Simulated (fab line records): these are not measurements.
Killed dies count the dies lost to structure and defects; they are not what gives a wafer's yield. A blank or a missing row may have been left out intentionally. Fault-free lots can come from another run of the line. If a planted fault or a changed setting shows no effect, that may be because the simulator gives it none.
8D (eight disciplines) problem report, filled in by code / flow gf180mcu / the parts of the form that need people (team, actions taken, sign-off) are left out

== 1. THE ISSUE ==
Wafers without a fault read 120.00 C, standard deviation 0.14; primeTempC at GF_M5_HMDS_01 reads a mean of 126.04 C on 6 wafers belonging to 2 lots. That is +43 standard deviations from the usual mean.
The step: prime time 60 s.
First observed at day 31 09:29: wafer L943.1, on lithoTrack-02. The record has a number at this step for 42 wafers belonging to 14 lots. Rule for "out", or "out of limits": more than 4 standard deviations from the usual mean. Any other wafer with a number is counted as sound.

== 2. WHAT THIS IS AND IS NOT ==
question=which readings at this step; is=primeTempC; is not=chillPlateTempC
question=which lots; is=L943, L944; is not=L925, L926, L929, L931, L933, L934, L935, L936, L937, L938, L939, L942
question=which wafers of those lots; is=all that have a number; is not=-
question=read on which tools; is=lithoTrack-02; is not=lithoTrack-01, lithoTrack-03
question=when; is=from day 31 09:29; is not=up to then (36 sound wafers)

== 3. WHAT RULES OUT EACH SUSPECT ==
Counting: a tool at a process step up to the reading stays a suspect if it ran every lot that is out and no sound lot after the first of them.
- lithoTrack-02 at GF_M5_HMDS_01 (prime time 60 s): kept. It processed each lot that is out, first L943 at day 31 09:29, and no sound lot thereafter; up to then, the last sound lot it processed was L938 at day 30 12:48. Its own readings are out on those wafers: primeTempC.
Left after counting: lithoTrack-02 at GF_M5_HMDS_01.

== 4. THE CAUSE (what the simulator had put in) ==
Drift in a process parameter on lithoTrack-02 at GF_M5_HMDS_01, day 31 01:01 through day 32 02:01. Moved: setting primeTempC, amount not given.
Counting left only this tool.

== 5. THE EFFECT CHAIN, in route order ==
Rows list readings where the struck wafers' mean (over those with a number) sits beyond 3 standard deviations from the usual. Only readings whose record carries a usual standard deviation are examined. hours: median over the lots of the time between each lot's start at the first step of this table that gives one and its start at this step. sigmas: the change, counted in usual standard deviations.
hours=0; step=GF_M5_HMDS_01; reading=primeTempC; usual=120.00 C; on struck wafers=126.04; change=+6.04; sigmas=+43
Its process steps:
- GF_M5_HMDS_01: prime time 60 s.

== 6. WHAT WOULD HAVE CAUGHT IT SOONER ==
In this record no reading fell out of limits until day 31 09:29, 8 hours after the fault had begun at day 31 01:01.
